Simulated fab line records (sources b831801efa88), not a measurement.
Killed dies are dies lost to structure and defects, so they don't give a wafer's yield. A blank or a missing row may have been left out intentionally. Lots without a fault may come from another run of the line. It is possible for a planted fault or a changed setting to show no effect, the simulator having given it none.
Which tool did it? | flow gf180mcu | 42 wafers from 14 lots sampled at 5 of the route's 602 steps

WHAT THE GAUGES SHOWED, per wafer
GF_HV_LDD_OVL_MEAS_08. Usual: HV_LDD_OVL gives 0.5 nm (standard deviation 1.5).
lot  | measured     | on         | HV_LDD_OVL (nm)   | flag
L608 | day 10 06:20 | overlay-02 | 2.9 1.3 3.1       |
L610 | day 10 22:01 | overlay-01 | 0.2 0.0 -0.5      |
L611 | day 11 06:01 | overlay-01 | 0.7 -0.1 0.5      |
L612 | day 11 19:46 | overlay-02 | 0.7 2.2 0.9       |
L613 | day 11 23:23 | overlay-02 | 1.2 2.1 2.5       |
L615 | day 12 13:49 | overlay-02 | -1.5 -1.0 -2.5    |
L616 | day 12 22:20 | overlay-02 | -0.4 2.4 2.0      |
L618 | day 13 10:07 | overlay-01 | 1.2 0.9 2.5       |
L619 | day 13 23:58 | overlay-01 | 1.5 -0.3 -0.8     |
L621 | day 14 10:19 | overlay-01 | 1.8 -0.8 0.5      |
L624 | day 15 04:28 | overlay-02 | 1.3 1.1 2.4       |
L625 | day 15 17:49 | overlay-01 | -99.1 -99.0 -97.6 | OFF
L626 | day 15 19:49 | overlay-01 | -97.0 -97.7 -97.2 | OFF
L630 | day 17 02:25 | overlay-01 | 2.2 0.6 1.2       |

GF_PSD_CD_MEAS_07: the cd target is 400 nm. Usual: cd_nm reads 400.3 nm (standard deviation 2.7).
lot  | measured     | on        | cd_nm (nm)        | flag
L608 | day 14 17:19 | cd_sem-02 | 399.3 397.8 398.5 |
L610 | day 15 05:56 | cd_sem-01 | 396.2 399.8 397.5 |
L611 | day 15 16:46 | cd_sem-01 | 394.8 394.5 396.7 |
L612 | day 16 08:45 | cd_sem-02 | 400.9 401.5 403.1 |
L613 | day 16 18:28 | cd_sem-02 | 398.2 400.1 402.7 |
L615 | day 17 02:24 | cd_sem-02 | 396.7 397.7 396.9 |
L616 | day 17 13:47 | cd_sem-01 | 400.2 400.6 399.9 |
L618 | day 18 00:12 | cd_sem-02 | 403.4 402.6 404.2 |
L619 | day 18 17:48 | cd_sem-02 | 402.7 404.6 401.8 |
L621 | day 19 05:33 | cd_sem-02 | 397.2 399.3 397.0 |
L624 | day 20 02:49 | cd_sem-01 | 399.0 401.7 400.2 |
L625 | day 20 14:27 | cd_sem-02 | 401.3 400.5 403.2 |
L626 | day 20 21:01 | cd_sem-02 | 396.7 395.9 395.9 |
L630 | day 22 07:13 | cd_sem-02 | 404.8 403.2 406.2 |

GF_PSD_RS_MEAS_14: measures by four-point-probe. Usual: NSD_RS gives 46.15 ohm/sq (standard deviation 0.081).
lot  | measured     | on            | NSD_RS (ohm/sq)   | flag
L608 | day 14 17:55 | film_metro-02 | 46.21 46.22 46.16 |
L610 | day 15 06:32 | film_metro-03 | 46.09 46.17 46.05 |
L611 | day 15 17:23 | film_metro-03 | 46.13 46.04 46.19 |
L612 | day 16 09:21 | film_metro-01 | 46.15 46.10 46.06 |
L613 | day 16 19:04 | film_metro-02 | 46.11 46.13 46.00 |
L615 | day 17 03:01 | film_metro-01 | 46.08 46.14 46.09 |
L616 | day 17 14:23 | film_metro-02 | 46.24 46.27 46.15 |
L618 | day 18 00:48 | film_metro-03 | 46.24 46.13 46.20 |
L619 | day 18 18:24 | film_metro-01 | 46.10 45.99 46.03 |
L621 | day 19 06:09 | film_metro-01 | 46.21 46.06 46.24 |
L624 | day 20 03:25 | film_metro-03 | 46.29 46.29 46.22 |
L625 | day 20 15:03 | film_metro-03 | 46.20 46.12 46.17 |
L626 | day 20 21:37 | film_metro-01 | 46.24 46.23 46.26 |
L630 | day 22 07:49 | film_metro-02 | 46.23 46.39 46.32 |

GF_SALICIDE_THK_MEAS_05: measures by xrf. Usual: SALICIDE_TIN_THK gives 20.2 nm (standard deviation 0.31).
lot  | measured     | on            | SALICIDE_TIN_THK (nm) | flag
L608 | day 15 14:34 | film_metro-02 | 20.5 20.8 20.8        |
L610 | day 16 04:14 | film_metro-01 | 20.0 19.9 19.9        |
L611 | day 16 15:47 | film_metro-04 | 20.4 20.0 20.1        |
L612 | day 17 06:22 | film_metro-04 | 20.3 20.0 20.4        |
L613 | day 17 16:29 | film_metro-01 | 19.8 20.3 20.3        |
L615 | day 18 01:22 | film_metro-02 | 20.1 20.2 20.5        |
L616 | day 18 13:29 | film_metro-01 | 19.9 20.7 20.0        |
L618 | day 19 00:58 | film_metro-04 | 19.8 20.2 19.9        |
L619 | day 19 19:01 | film_metro-04 | 20.5 20.5 20.5        |
L621 | day 20 07:07 | film_metro-04 | 20.3 20.4 20.2        |
L624 | day 21 04:59 | film_metro-02 | 20.2 19.9 20.2        |
L625 | day 21 15:16 | film_metro-02 | 19.9 20.1 20.5        |
L626 | day 21 22:52 | film_metro-01 | 19.6 20.5 20.4        |
L630 | day 23 07:32 | film_metro-04 | 20.4 20.4 20.6        |

WHAT TOOL EACH LOT RAN ON (gives the tool, then ch and the chambers of the sampled wafers, and finally the start)
lot  | GF_HV_LDD_EXPOSE_04
L608 | iline_stepper-02 ch 0, day 9 21:47
L610 | iline_stepper-01 ch 0, day 10 12:24
L611 | iline_stepper-02 ch 0, day 10 20:50
L612 | iline_stepper-02 ch 0, day 11 09:51
L613 | iline_stepper-02 ch 0, day 11 13:59
L615 | iline_stepper-01 ch 0, day 12 04:29
L616 | iline_stepper-02 ch 0, day 12 12:34
L618 | iline_stepper-01 ch 0, day 13 00:13
L619 | iline_stepper-01 ch 0, day 13 13:20
L621 | iline_stepper-01 ch 0, day 13 23:42
L624 | iline_stepper-01 ch 0, day 14 19:17
L625 | iline_stepper-02 ch 0, day 15 06:47
L626 | iline_stepper-02 ch 0, day 15 08:28
L630 | iline_stepper-01 ch 0, day 16 16:29
- GF_HV_LDD_EXPOSE_04: exposes mask Nplus LV AREA, target cd 400 nm.

WHAT THE TOOLS THEMSELVES READ (means of the sampled wafers that have a number; where no wafer has one, the mark that the record gives instead)
The record holds no such reading with a usual standard deviation.

THE ANSWER, worked out from the rows above alone
Rule: take the mean of a lot's wafers that have a number; if it is more than 3 standard deviations from the usual mean, the lot is off. A lot without any number at a reading at which 4 lots or more have one is off too. Where the step has rows for the other lots, those lots are counted as sound. The gauges are gone through in route order, then the tools' own readings, and for those a lot's mean is taken as printed above. At the first step where some lot is off, the reading lying furthest off is the one used; lots without a number count as furthest.
Off: L625, L626, seen at GF_HV_LDD_OVL_MEAS_08 (HV_LDD_OVL).
If a tool, at a process step before that reading, ran all the lots that are off and no sound lot after the first of them, it fits. The gauges at GF_HV_LDD_OVL_MEAS_08 are tried like those tools. One candidate fits, namely iline_stepper-02 at GF_HV_LDD_EXPOSE_04. Its last sound lot is L616 (day 12 12:34), its first lot that is off L625 (day 15 06:47): a fault that began between those two fits.

WHAT HAD BEEN PUT IN BY THE SIMULATOR
Scanner matching overlay: iline_stepper-02, from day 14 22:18 on, at GF_HV_LDD_EXPOSE_04. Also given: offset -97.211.
Struck lots among those shown: L625, L626. The rule above found the same.
